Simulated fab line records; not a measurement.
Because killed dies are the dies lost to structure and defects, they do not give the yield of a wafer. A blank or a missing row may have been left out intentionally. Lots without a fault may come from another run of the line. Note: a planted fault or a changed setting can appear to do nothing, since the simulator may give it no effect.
Which tool did it?	flow sky130	72 wafers from 24 lots sampled at 3 of the route's 708 steps

## WHAT EACH GAUGE READ, for each wafer
SKY_VIA3_THK_MEAS_01. Usual: for VIA3_HDPCVD_THK the level is 1633 nm and the standard deviation is 18.
lot	measured	on	VIA3_HDPCVD_THK (nm)	flag
L074	day 38 08:41	film metro-04	1618 1624 1637	
L075	day 38 20:09	film metro-03	1631 1626 1658	
L076	day 39 03:27	film metro-04	1646 1634 1633	
L077	day 39 06:23	film metro-03	1623 1660 1659	
L078	day 39 22:07	film metro-03	1641 1614 1621	
L079	day 40 11:11	film metro-04	1647 1645 1673	
L081	day 40 19:53	film metro-03	1606 1612 1605	
L080	day 40 22:50	film metro-04	1639 1632 1621	
L082	day 41 01:55	film metro-01	1606 1622 1602	
L083	day 41 11:00	film metro-04	1603 1605 1611	
L085	day 42 16:10	film metro-04	1625 1641 1619	
L086	day 42 18:20	film metro-04	1658 1649 1649	
L084	day 42 19:19	film metro-01	1628 1650 1649	
L087	day 42 20:56	film metro-01	1651 1612 1620	
L088	day 42 21:00	film metro-03	1612 1594 1604	
L089	day 42 23:43	film metro-03	1637 1654 1657	
L090	day 43 03:21	film metro-04	1650 1639 1629	
L091	day 43 14:35	film metro-04	1638 1648 1643	
L092	day 44 09:49	film metro-01	1616 1637 1608	
L093	day 44 12:34	film metro-01	1641 1625 1621	
L094	day 44 16:04	film metro-01	1658 1621 1649	
L095	day 44 20:32	film metro-01	1635 1642 1638	
L096	day 45 02:44	film metro-01	1635 1627 1608	
L097	day 45 03:34	film metro-01	1646 1646 1655	

SKY_METAL4_CD_MEAS_13: target cd 300 nm. Usual: cd nm 300.2 nm, standard deviation 1.6.
lot	measured	on	cd nm (nm)	flag
L074	day 41 13:35	cd sem-02	301.5 301.6 302.4	
L075	day 42 00:15	cd sem-01	300.0 300.5 302.0	
L076	day 42 05:49	cd sem-02	300.5 301.4 300.3	
L077	day 42 09:01	cd sem-01	298.4 297.8 296.1	
L078	day 42 23:11	cd sem-02	300.7 301.7 300.9	
L079	day 43 11:36	cd sem-02	298.1 298.5 298.2	
L081	day 43 19:58	cd sem-01	297.0 296.7 296.8	
L080	day 43 22:56	cd sem-02	301.1 300.5 300.6	
L082	day 44 02:04	cd sem-01	299.9 301.0 301.9	
L083	day 44 11:41	cd sem-02	298.4 297.8 298.5	
L085	day 45 13:10	cd sem-02	301.3 302.6 302.4	
L086	day 45 16:03	cd sem-01	299.4 299.4 298.7	
L084	day 45 16:37	cd sem-01	301.3 300.8 301.6	
L087	day 45 17:15	cd sem-01	300.6 299.9 301.0	
L088	day 45 18:01	cd sem-02	300.3 299.8 300.4	
L089	day 45 19:40	cd sem-01	299.4 300.6 298.3	
L090	day 46 00:19	cd sem-02	300.9 300.6 299.7	
L091	day 46 15:49	cd sem-02	298.7 300.7 299.4	
L092	day 47 02:38	cd sem-02	299.3 298.2 299.1	
L093	day 47 05:16	cd sem-01	299.1 298.0 298.1	
L094	day 47 07:23	cd sem-02	299.9 299.6 299.8	
L095	day 47 12:06	cd sem-02	301.8 300.3 300.6	
L096	day 47 18:13	cd sem-01	300.9 300.8 302.1	
L097	day 47 18:59	cd sem-02	302.6 304.2 302.6	

## WHICH TOOL RAN EACH LOT (tool, then ch and the chambers of the sampled wafers, then the start)
lot	SKY_METAL3_METAL_ETCH_18
L074	rie metal-01 ch 0, day 38 07:34
L075	rie metal-04 ch 0,1, day 38 19:13
L076	rie metal-04 ch 0,1, day 39 02:31
L077	rie metal-03 ch 0,1, day 39 05:26
L078	rie metal-03 ch 0,1, day 39 21:13
L079	rie metal-01 ch 0,1, day 40 10:16
L081	rie metal-01 ch 0,1, day 40 18:49
L080	rie metal-01 ch 0,1, day 40 21:49
L082	rie metal-03 ch 0,1, day 41 00:33
L083	rie metal-04 ch 1, day 41 10:04
L085	rie metal-04 ch 0,1, day 42 15:13
L086	rie metal-04 ch 1, day 42 17:22
L084	rie metal-01 ch 0,1, day 42 18:22
L087	rie metal-04 ch 0,1, day 42 19:58
L088	rie metal-03 ch 0,1, day 42 20:04
L089	rie metal-01 ch 0, day 42 22:46
L090	rie metal-04 ch 0,1, day 43 02:13
L091	rie metal-01 ch 0,1, day 43 13:37
L092	rie metal-01 ch 0,1, day 44 08:55
L093	rie metal-04 ch 0,1, day 44 11:37
L094	rie metal-04 ch 0,1, day 44 15:04
L095	rie metal-01 ch 0,1, day 44 19:31
L096	rie metal-04 ch 0,1, day 45 01:47
L097	rie metal-01 ch 1, day 45 02:28
- SKY_METAL3_METAL_ETCH_18: etches the open film in Cl2/BCl3, stops on SiO2, target depth 845 nm, time 183.1 s.

## AS READ BY THE TOOLS THEMSELVES (means over the sampled wafers that have a number; for cases with no such wafer, the mark the record gives instead)
SKY_METAL3_METAL_ETCH_18. Usual: bias w 48.51 W, standard deviation 0.14; drypump motor current A 5.8 A, standard deviation 0.35; mfc cl2 sccm 60.00 sccm, standard deviation 0.18; oes product au 0.867 a.u., standard deviation 0.0073; throttle valve pct 22.265 %, standard deviation 0.009.
lot	tool	bias w (W)	drypump motor current A (A)	mfc cl2 sccm (sccm)	oes product au (a.u.)	throttle valve pct (%)	flag
L074	rie metal-01	48.50	5.8	60.04	0.863	22.273	
L075	rie metal-04	48.33	5.9	60.09	0.864	22.270	
L076	rie metal-04	48.61	5.9	59.95	0.864	22.263	
L077	rie metal-03	48.65	5.7	60.02	0.869	22.272	
L078	rie metal-03	48.51	5.8	60.08	0.861	22.265	
L079	rie metal-01	48.42	5.7	60.00	0.857	22.268	
L081	rie metal-01	48.45	5.8	59.96	0.867	22.267	
L080	rie metal-01	48.41	5.7	60.07	0.865	22.270	
L082	rie metal-03	48.43	5.8	59.98	0.862	22.268	
L083	rie metal-04	48.70	5.2	59.97	0.872	22.259	
L085	rie metal-04	48.49	5.9	60.13	0.871	22.263	
L086	rie metal-04	48.49	5.2	59.82	0.866	22.267	
L084	rie metal-01	48.55	5.7	59.96	0.867	22.264	
L087	rie metal-04	48.59	5.9	60.12	0.873	22.263	
L088	rie metal-03	48.28	5.8	59.92	0.870	22.270	
L089	rie metal-01	48.60	5.8	59.82	0.867	22.268	
L090	rie metal-04	48.45	5.6	59.99	0.875	22.263	
L091	rie metal-01	48.52	5.8	60.06	0.879	22.261	
L092	rie metal-01	48.56	5.8	59.80	0.867	22.264	
L093	rie metal-04	48.47	5.6	59.98	0.865	22.268	
L094	rie metal-04	48.41	5.6	59.97	0.867	22.254	
L095	rie metal-01	48.22	5.8	59.86	0.869	22.268	
L096	rie metal-04	48.51	5.9	60.02	0.860	22.267	
L097	rie metal-01	48.74	5.7	60.08	0.856	22.252	

## THE ANSWER, worked out from the rows above alone
Rule: a lot is off if the mean of its wafers that have a number lies more than 3 standard deviations from the usual mean. Also off: a lot with no number at a reading for which 4 or more lots have one. Where the step has rows for the other lots, those lots are counted as sound. First the gauges in route order, then the tools' own readings, where a lot's mean is used as printed above. At the first step where some lot is off, the reading lying furthest off is the one used; lots without a number count as furthest.
None of the lots is off at any reading shown; this tells nothing.

## WHAT HAD BEEN PUT IN BY THE SIMULATOR
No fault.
